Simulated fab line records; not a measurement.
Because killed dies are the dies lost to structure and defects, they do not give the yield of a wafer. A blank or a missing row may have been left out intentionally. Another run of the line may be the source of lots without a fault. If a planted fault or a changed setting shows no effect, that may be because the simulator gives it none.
fab line records | flow sky130
[record] lots = 6 | wafers = 18 | last-day = 47
route steps=708 shown SONOS_ONO@186 GATE_OXIDE@187 PAD_OPEN@708
lots untouched by any fault: they come from a run of this same line in which no faults occurred
start-h: the number of hours between the record's first day and the start of the first shown wafer of the lot | wait-h: hours elapsed since this lot's preceding step | " identical to the entry in the row above | L1.1+2: a single row standing in for several wafers | - no value present, or no start provided | * or withheld: withheld | < > ~ a bound
route shown NAME@n: a module of which the file shows steps, and the number in the route of the first | usual: mean/standard deviation of fault-free wafers | same: alike in all rows | chamber/n: place in a boat | sites: per-site readings | _std_site: their standard deviation | _edge_site: mean of outer sites minus mean of inner sites | radius-mm: how far each site lies from the wafer's centre | mask NAME#n: copy n | behind: the tool/chamber that last shaped the wafer | hold: the reason the lot was held/the length of the hold in hours/how it ended | device: names the non-switching transistor (n, p or np) | end of line: the route-end tests of the same wafers | a step given without rows: its recipe and nothing more | killed: count of dies lost to structure and defects at first sort (not the wafer's yield) | map: a wafer's dies, marking killed ones x, the rest . and places with no die _
set.NAME: the setting the step ran with; set.NAME@STEP: the setting that earlier step ran with | model.NAME: the simulator's own value behind a step, which no gauge read
lots at some steps of the route; a table a step, a row a wafer
services: the hour from which a tool's chamber was out of use, counted from the record's first day as start-h (under 0 if before that day), plus the number of hours and why
[[steps]]
[step SKY_SONOS_ONO_WET_ETCH_18]
[recipe] chemistry = H3PO4 | target-depth-nm = 15 | target = Si3N4 | temp-c = 160 | time-s = 172
[step SKY_GATE_OXIDE_CLEAN_00]
[recipe] chemistry = SC1/SC2 | mix = 1:4:20 | temp-c = 70 | time-s = 150 | dry = n2-spin
[step SKY_GATE_OXIDE_OXIDATION_01]
[recipe] temp-c = 900 | ambient = O2 | stabilise-s = 600 | purge-s = 300 | target-thk-a = 102.68 | ox-time-s = 1473
[step SKY_GATE_OXIDE_THK_MEAS_02]
[recipe] reads = SiO2_of_GATE_OXIDE_OXIDATION_01
[usual] GATE_OXIDE_OXIDATION_00_THK = 10.29/0.21
lot.wafer | tool          | chamber | start-h | wait-h | GATE_OXIDE_OXIDATION_00_THK[nm]
L885.1    | film-metro-02 | -       | 334.09  | 0.0    | 10.22
L885.3    | "             | -       | "       | "      | 10.30
L885.6    | "             | -       | "       | "      | 10.21
L887.2    | film-metro-04 | -       | 351.40  | 0.0    | 10.58
L887.3    | "             | -       | "       | "      | 10.54
L887.6    | "             | -       | "       | "      | 10.52
L888.1    | film-metro-03 | -       | 359.44  | 0.0    | 10.24
L888.2    | "             | -       | "       | "      | 10.32
L888.6    | "             | -       | "       | "      | 10.24
L889.2    | film-metro-04 | -       | 365.06  | 0.0    | 10.39
L889.3    | "             | -       | "       | "      | 10.39
L889.6    | "             | -       | "       | "      | 10.34
L898.2    | film-metro-04 | -       | 446.90  | 0.0    | 10.61
L898.3    | "             | -       | "       | "      | 10.63
L898.6    | "             | -       | "       | "      | 10.69
L901.3    | film-metro-04 | -       | 461.72  | 0.0    | 10.17
L901.5    | "             | -       | "       | "      | 10.35
L901.6    | "             | -       | "       | "      | 10.35
[step SKY_GATE_OXIDE_DEHYDRATE_03]
[recipe] temp-c = 200 | time-s = 60
[step SKY_GATE_OXIDE_HMDS_04]
[recipe] prime-time-s = 60 | prime-temp-c = 120
[step SKY_GATE_OXIDE_COAT_05]
[recipe] resist = NOVOLAK | spin-rpm = 3000 | resist-thk-nm = 1140
[step SKY_GATE_OXIDE_SOFTBAKE_06]
[recipe] temp-c = 90 | time-s = 60 | resist = NOVOLAK
[step SKY_GATE_OXIDE_EXPOSE_07]
[recipe] mask-id = LVOM | na = 0.6 | source-shape = conventional | sigma-outer = 0.6 | polarization = unpolarized | target-cd-nm = 600 | dose-mj = 170
[step SKY_GATE_OXIDE_PEB_08]
[recipe] temp-c = withheld | time-s = * | resist = NOVOLAK
[step SKY_GATE_OXIDE_DEVELOP_09]
[recipe] resist = NOVOLAK | developer = TMAH | develop-time-s = 60 | dev-temp-c = 23
[step SKY_GATE_OXIDE_OVL_MEAS_10]
[usual] GATE_OXIDE_OVL = 0.8/1.4
lot.wafer | tool       | chamber | start-h | wait-h | GATE_OXIDE_OVL[nm]
L885.1    | overlay-01 | -       | 361.50  | 0.1    | -0.7
L885.3    | "          | -       | "       | "      | -1.0
L885.6    | "          | -       | "       | "      | -1.1
L887.2    | overlay-01 | -       | 378.70  | 0.1    | 1.0
L887.3    | "          | -       | "       | "      | 0.9
L887.6    | "          | -       | "       | "      | 0.6
L888.1    | overlay-01 | -       | 386.85  | 0.1    | -0.2
L888.2    | "          | -       | "       | "      | -1.7
L888.6    | "          | -       | "       | "      | -0.8
L889.2    | overlay-02 | -       | 392.00  | 0.1    | 2.7
L889.3    | "          | -       | "       | "      | 2.9
L889.6    | "          | -       | "       | "      | 1.2
L898.2    | overlay-01 | -       | 476.92  | 0.1    | 0.4
L898.3    | "          | -       | "       | "      | 0.0
L898.6    | "          | -       | "       | "      | -1.1
L901.3    | overlay-02 | -       | 491.61  | 0.1    | 0.0
L901.5    | "          | -       | "       | "      | 0.0
L901.6    | "          | -       | "       | "      | -0.9
[step SKY_GATE_OXIDE_IMPLANT_11]
[recipe] species = B | energy-kev = 10 | dose-cm2 = 2.6e+12 | tilt-deg = withheld
[usual] dose-ions-cm2 = 2.5997e+12/2.6e+09 | faraday-current-uA = 14.67/0.28
lot.wafer | tool         | chamber | start-h | wait-h | dose-ions-cm2 | faraday-current-uA
L885.1    | implanter-04 | 0       | 361.53  | 0.0    | 2.5985e+12    | 15.05
L885.3    | "            | 0       | "       | "      | 2.5976e+12    | 14.92
L885.6    | "            | 0       | "       | "      | 2.5992e+12    | 14.09
L887.2    | implanter-04 | 0       | 378.76  | 0.0    | 2.6005e+12    | 14.02
L887.3    | "            | 0       | "       | "      | 2.5998e+12    | 14.34
L887.6    | "            | 0       | "       | "      | 2.5987e+12    | 14.48
L888.1    | implanter-02 | 0       | 386.88  | 0.0    | 2.6024e+12    | 14.47
L888.2    | "            | 0       | "       | "      | 2.5994e+12    | 14.38
L888.6    | "            | 0       | "       | "      | 2.5978e+12    | 14.49
L889.2    | implanter-03 | 0       | 392.06  | 0.0    | 2.5965e+12    | 15.02
L889.3    | "            | 0       | "       | "      | 2.5973e+12    | 14.48
L889.6    | "            | 0       | "       | "      | 2.5949e+12    | 14.65
L898.2    | implanter-04 | 0       | 476.97  | 0.0    | 8.9076e+12    | 49.78
L898.3    | "            | 0       | "       | "      | 8.9065e+12    | 50.73
L898.6    | "            | 0       | "       | "      | 8.9113e+12    | 49.47
L901.3    | implanter-04 | 0       | 491.68  | 0.1    | 8.9001e+12    | 50.71
L901.5    | "            | 0       | "       | "      | 8.9026e+12    | 49.29
L901.6    | "            | 0       | "       | "      | 8.9056e+12    | 52.16
[step SKY_GATE_OXIDE_WET_ETCH_12]
[recipe] chemistry = dHF | target-depth-nm = 16.8 | dry = n2-spin | target = SiO2 | dilution = 100:1 | temp-c = 25 | time-s = 329.8
[step SKY_GATE_OXIDE_STRIP_13]
[recipe] chemistry = O2/N2 | power-w = 1400 | pressure-mtorr = 1500 | platen-temp-c = withheld | o2-flow-sccm = 3000 | n2-flow-sccm = 300 | overash-fraction = 0.5
[usual] drypump-motor-current-A = 5.9/0.34 | o2-flow-sccm = 3002/10 | oes-product-au = 0.715/0.0044 | strip-time-to-endpoint-s = 14.18/0.041
lot.wafer | tool            | chamber | start-h | wait-h | drypump-motor-current-A | o2-flow-sccm | oes-product-au | rf-hours-counter-h | strip-time-to-endpoint-s
L885.1    | plasma-asher-02 | 0       | 361.78  | 0.0    | 6.0                     | 3001         | 0.721          | 71                 | 14.23
L885.3    | "               | 0       | "       | "      | 6.0                     | 3006         | 0.713          | -                  | 14.22
L885.6    | "               | 1       | "       | "      | 5.6                     | 2997         | 0.714          | -                  | 14.21
L887.2    | plasma-asher-03 | 1       | 379.00  | 0.0    | 6.1                     | 2992         | 0.719          | 65                 | 14.22
L887.3    | "               | 1       | "       | "      | 6.1                     | 3001         | 0.714          | -                  | 14.22
L887.6    | "               | 1       | "       | "      | 6.1                     | 2998         | 0.713          | -                  | 14.17
L888.1    | plasma-asher-04 | 1       | 387.16  | 0.0    | 6.3                     | 3007         | 0.718          | 54                 | 14.22
L888.2    | "               | 0       | "       | "      | 5.4                     | 3006         | 0.716          | 54                 | 14.26
L888.6    | "               | 0       | "       | "      | 5.4                     | 3004         | 0.719          | -                  | 14.25
L889.2    | plasma-asher-03 | 0       | 392.30  | 0.0    | 5.5                     | 2980         | 0.716          | 66                 | 14.18
L889.3    | "               | 0       | "       | "      | 5.5                     | 2990         | 0.713          | -                  | 14.21
L889.6    | "               | 0       | "       | "      | 5.5                     | 2986         | 0.722          | -                  | 14.23
L898.2    | plasma-asher-04 | 1       | 477.21  | 0.0    | 6.3                     | 3010         | 0.704          | 63                 | 14.21
L898.3    | "               | 0       | "       | "      | 5.4                     | 2987         | 0.713          | -                  | 14.23
L898.6    | "               | 1       | "       | "      | 6.4                     | 3023         | 0.720          | -                  | 14.19
L901.3    | plasma-asher-04 | 0       | 491.92  | 0.0    | 5.4                     | 2999         | 0.720          | -                  | 14.13
L901.5    | "               | 0       | "       | "      | 5.4                     | 3002         | 0.712          | -                  | 14.15
L901.6    | "               | 1       | "       | "      | 6.3                     | 2992         | 0.714          | -                  | 14.16
[step SKY_GATE_OXIDE_TW_MEAS_14]
[usual] GATE_OXIDE_TW = 226.1/1.3
lot.wafer | tool          | chamber | start-h | wait-h | hold                     | GATE_OXIDE_TW
L885.1    | film-metro-03 | -       | 361.88  | 0.1    | -                        | 228.3
L885.3    | "             | -       | "       | "      | -                        | 226.8
L885.6    | "             | -       | "       | "      | -                        | 227.2
L887.2    | film-metro-04 | -       | 379.11  | 0.1    | -                        | 225.2
L887.3    | "             | -       | "       | "      | -                        | 225.8
L887.6    | "             | -       | "       | "      | -                        | 225.6
L888.1    | film-metro-02 | -       | 387.26  | 0.1    | -                        | 226.3
L888.2    | "             | -       | "       | "      | -                        | 225.3
L888.6    | "             | -       | "       | "      | -                        | 224.7
L889.2    | film-metro-04 | -       | 392.41  | 0.1    | -                        | 223.7
L889.3    | "             | -       | "       | "      | -                        | 225.0
L889.6    | "             | -       | "       | "      | -                        | 223.8
L898.2    | film-metro-04 | -       | 477.32  | 0.1    | await-dispo/0.2h/release | 323.0
L898.3    | "             | -       | "       | "      | await-dispo/0.2h/release | 321.4
L898.6    | "             | -       | "       | "      | await-dispo/0.2h/release | 322.9
L898.2    | film-metro-04 | -       | 477.55  | 0.2    | -                        | 323.0
L898.3    | "             | -       | "       | "      | -                        | 322.8
L898.6    | "             | -       | "       | "      | -                        | 322.3
L901.3    | film-metro-02 | -       | 492.00  | 0.1    | await-dispo/0.2h/release | 327.2
L901.5    | "             | -       | "       | "      | await-dispo/0.2h/release | 324.3
L901.6    | "             | -       | "       | "      | await-dispo/0.2h/release | 325.4
L901.3    | film-metro-02 | -       | 492.23  | 0.2    | -                        | 326.5
L901.5    | "             | -       | "       | "      | -                        | 323.9
L901.6    | "             | -       | "       | "      | -                        | 326.6
[step SKY_PAD_OPEN_PROBE_99]
[usual] defect-limited-yield = 82.4/1.9 | killed_at_M0_to_M3 = 44/7.2 | killed_at_M4_up = 3.1/1.8 | killed-at-contacts = 25/5.2 | killed-at-front-end = 15/3.9 | killed-at-other = 0.2/0.5 | killed-dies = 86/9.5 | killed-on-rim = 17/3.5 | killed-open = 47/7.3 | killed-short = 40/6 | sort_bin_3_pad_short = 0.8/0.44 | sort_bin_5_function = 10.4/1.5 | sort_bin_6_memory = 6.3/1.1 | sort-n-pass = 406/9.5 | sort-yield-pct = 82.4/1.9
[same] gross-dies = 492 | killed-at-back-side = 0 | sort_bin_4_leakage[%] = 0 | sort_bin_8_speed[%] = 0
lot.wafer | tool      | chamber | start-h | wait-h | defect-limited-yield[%] | killed_at_M0_to_M3 | killed_at_M4_up | killed-at-contacts | killed-at-front-end | killed-at-other | killed-dies | killed-on-rim | killed-open | killed-short | sort_bin_3_pad_short[%] | sort_bin_5_function[%] | sort_bin_6_memory[%] | sort-n-pass | sort-yield-pct[%]
L885.1    | prober-02 | -       | 1118.77 | 0.1    | 84.8                    | 41                 | 2               | 15                 | 16                  | 1               | 75          | 13            | 42          | 33           | 0.2                     | 8.3                    | 6.7                  | 417         | 84.8
L885.3    | prober-02 | -       | 1118.87 | 0.2    | 83.7                    | 39                 | 5               | 19                 | 17                  | 0               | 80          | 11            | 40          | 40           | 1.6                     | 8.7                    | 5.9                  | 412         | 83.7
L885.6    | prober-02 | -       | 1119.02 | 0.2    | 85.0                    | 39                 | 1               | 21                 | 13                  | 0               | 74          | 18            | 44          | 30           | 0.4                     | 8.5                    | 6.1                  | 418         | 85.0
L887.2    | prober-01 | -       | 1126.04 | 0.1    | 81.5                    | 49                 | 3               | 27                 | 12                  | 0               | 91          | 14            | 52          | 39           | 0.6                     | 11.8                   | 6.1                  | 401         | 81.5
L887.3    | prober-01 | -       | 1126.09 | 0.2    | 84.6                    | 39                 | 2               | 25                 | 10                  | 0               | 76          | 17            | 36          | 40           | 1.2                     | 9.6                    | 4.7                  | 416         | 84.6
L887.6    | prober-01 | -       | 1126.24 | 0.2    | 82.7                    | 36                 | 5               | 29                 | 14                  | 1               | 85          | 21            | 45          | 40           | 1.0                     | 9.3                    | 6.9                  | 407         | 82.7
L888.1    | prober-02 | -       | 1134.49 | 0.1    | 83.1                    | 49                 | 1               | 19                 | 14                  | 0               | 83          | 14            | 52          | 31           | 0.8                     | 11.0                   | 5.1                  | 409         | 83.1
L888.2    | prober-02 | -       | 1134.54 | 0.1    | 84.6                    | 49                 | 2               | 15                 | 10                  | 0               | 76          | 15            | 38          | 38           | 1.0                     | 7.5                    | 6.9                  | 416         | 84.6
L888.6    | prober-02 | -       | 1134.74 | 0.2    | 81.7                    | 38                 | 3               | 32                 | 15                  | 2               | 90          | 14            | 40          | 50           | 1.2                     | 11.2                   | 5.9                  | 402         | 81.7
L889.2    | prober-01 | -       | 1134.87 | 0.1    | 85.2                    | 35                 | 4               | 20                 | 14                  | 0               | 73          | 13            | 33          | 40           | 0.8                     | 8.3                    | 5.7                  | 419         | 85.2
L889.3    | prober-01 | -       | 1134.92 | 0.2    | 84.3                    | 39                 | 2               | 27                 | 9                   | 0               | 77          | 16            | 41          | 36           | 0.2                     | 10.0                   | 5.5                  | 415         | 84.3
L889.6    | prober-01 | -       | 1135.07 | 0.2    | 83.9                    | 37                 | 4               | 25                 | 13                  | 0               | 79          | 14            | 48          | 31           | 0.4                     | 10.8                   | 4.9                  | 413         | 83.9
// killed by level:class
L885.1 FIELD_ISO:geometric-particle:open=7 LI_CONTACT:geometric-particle:open=6 VIA1:geometric-particle:short=6 VIA1:geometric-particle:open=6 VIA2:geometric-particle:open=6 CONTACT:geometric-particle:open=5 METAL2:geometric-particle:short=5 VIA3:geometric-particle:open=5
L885.3 VIA1:geometric-particle:open=11 CONTACT:geometric-particle:open=8 VIA2:geometric-particle:open=8 FIELD_ISO:geometric-particle:short=5 LI_CONTACT:geometric-particle:open=5 VIA1:geometric-particle:short=5 METAL3:geometric-particle:short=4 METAL1:geometric-particle:short=4
L885.6 VIA3:geometric-particle:open=8 VIA1:geometric-particle:open=7 LI_CONTACT:geometric-particle:open=6 LOCAL_INTERCONNECT:geometric-particle:short=6 CONTACT:geometric-particle:short=5 METAL1:geometric-particle:short=5 FIELD_ISO:geometric-particle:open=4 CONTACT:geometric-particle:open=4
L887.2 VIA1:geometric-particle:open=12 VIA2:geometric-particle:open=8 FIELD_ISO:geometric-particle:short=7 METAL1:geometric-particle:short=7 CONTACT:geometric-particle:open=7 LI_CONTACT:geometric-particle:open=6 CONTACT:geometric-particle:short=6 VIA3:geometric-particle:open=6
L887.3 CONTACT:geometric-particle:open=10 LOCAL_INTERCONNECT:geometric-particle:short=6 VIA1:geometric-particle:open=6 METAL2:geometric-particle:short=6 CONTACT:geometric-particle:short=5 METAL1:geometric-particle:open=5 VIA2:geometric-particle:open=4 METAL3:geometric-particle:short=4
L887.6 VIA1:geometric-particle:open=10 CONTACT:geometric-particle:open=9 FIELD_ISO:geometric-particle:short=8 CONTACT:geometric-particle:short=8 LI_CONTACT:geometric-particle:open=7 VIA3:geometric-particle:open=6 METAL3:geometric-particle:short=5 VIA2:geometric-particle:open=4
L888.1 VIA1:geometric-particle:open=9 LI_CONTACT:geometric-particle:open=7 METAL1:geometric-particle:short=7 VIA3:geometric-particle:open=7 VIA2:geometric-particle:open=7 POLY_GATE:geometric-particle:open=6 CONTACT:geometric-particle:open=6 LOCAL_INTERCONNECT:geometric-particle:short=4
L888.2 METAL2:geometric-particle:short=11 VIA2:geometric-particle:open=11 VIA1:geometric-particle:open=7 CONTACT:geometric-particle:open=6 METAL1:geometric-particle:short=5 VIA3:geometric-particle:open=4 FIELD_ISO:geometric-particle:short=3 LI_CONTACT:geometric-particle:open=3
L888.6 CONTACT:geometric-particle:short=10 METAL1:geometric-particle:short=9 CONTACT:geometric-particle:open=8 VIA1:geometric-particle:open=7 POLY_GATE:geometric-particle:open=6 LOCAL_INTERCONNECT:geometric-particle:short=6 METAL2:geometric-particle:short=5 FIELD_ISO:geometric-particle:open=4
L889.2 LI_CONTACT:geometric-particle:open=8 FIELD_ISO:geometric-particle:short=6 VIA1:geometric-particle:open=6 VIA2:geometric-particle:open=6 CONTACT:geometric-particle:open=5 VIA1:geometric-particle:short=5 LOCAL_INTERCONNECT:geometric-particle:short=4 METAL1:geometric-particle:short=4
L889.3 LI_CONTACT:geometric-particle:open=10 CONTACT:geometric-particle:open=8 METAL1:geometric-particle:short=8 VIA3:geometric-particle:open=8 LI_CONTACT:geometric-particle:short=5 VIA1:geometric-particle:open=5 VIA1:geometric-particle:short=5 FIELD_ISO:geometric-particle:open=4
L889.6 CONTACT:geometric-particle:open=10 VIA1:geometric-particle:open=9 VIA2:geometric-particle:open=9 FIELD_ISO:geometric-particle:open=5 LI_CONTACT:geometric-particle:open=5 LOCAL_INTERCONNECT:geometric-particle:short=5 VIA2:geometric-particle:short=4 METAL1:geometric-particle:short=4
[[services]]
tool            | chamber | start-h | hours | kind
plasma-asher-04 | -       | 365.03  | 6.2   | repair
implanter-02    | -       | 366.97  | 2.1   | repair
plasma-asher-03 | -       | 374.07  | 1.3   | repair
plasma-asher-04 | -       | 393.98  | 7.9   | repair
implanter-04    | -       | 408.24  | 2.8   | pm
implanter-02    | -       | 408.90  | 2.9   | repair
implanter-04    | -       | 413.03  | 6.6   | repair
plasma-asher-02 | -       | 421.25  | 9.0   | pm
plasma-asher-02 | 0       | 421.25  | 9.0   | vent-cycle
plasma-asher-02 | 1       | 421.25  | 9.0   | vent-cycle
implanter-02    | -       | 426.50  | 3.9   | pm
plasma-asher-02 | 0       | 430.25  | -     | clean
plasma-asher-02 | 1       | 430.25  | -     | clean
implanter-03    | -       | 455.09  | 2.9   | repair
plasma-asher-04 | -       | 462.74  | 1.0   | repair
plasma-asher-02 | -       | 477.81  | 4.1   | repair
implanter-04    | -       | 479.66  | 1.4   | repair
implanter-03    | -       | 490.46  | 2.8   | repair
[[key]]
[first-sign] step = SKY_GATE_OXIDE_IMPLANT_11 | reading = dose-ions-cm2 | direction = up | sigmas = 99+ | usual = * | struck = *
[effect] step = SKY_GATE_OXIDE_IMPLANT_11 | reading = faraday-current-uA | direction = up | sigmas = 99+ | usual = 14.67 | struck = 50.35
[effect] step = SKY_GATE_OXIDE_TW_MEAS_14 | reading = visit | direction = added
[effect] step = SKY_GATE_OXIDE_TW_MEAS_14 | reading = GATE_OXIDE_TW | direction = up | sigmas = 75 | usual = 226.1 | struck = 324.0
met-at SKY_GATE_OXIDE_IMPLANT_11
struck-wafers L898.2,L898.3,L898.6,L901.3,L901.5,L901.6
scrapped-behind SKY_GATE_OXIDE_TW_MEAS_14 L898.2,L898.3,L898.6,L901.3,L901.5,L901.6
onset-between 378.76 476.97
[fault] kind = process-parameter-drift | tool = implanter-04 | chamber = - | onset-h = 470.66 | steps = SKY_GATE_OXIDE_IMPLANT_11 | channel = dose-cm2 | offset = * | shape = step | end-h = 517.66 | acts-in = * | stated = *
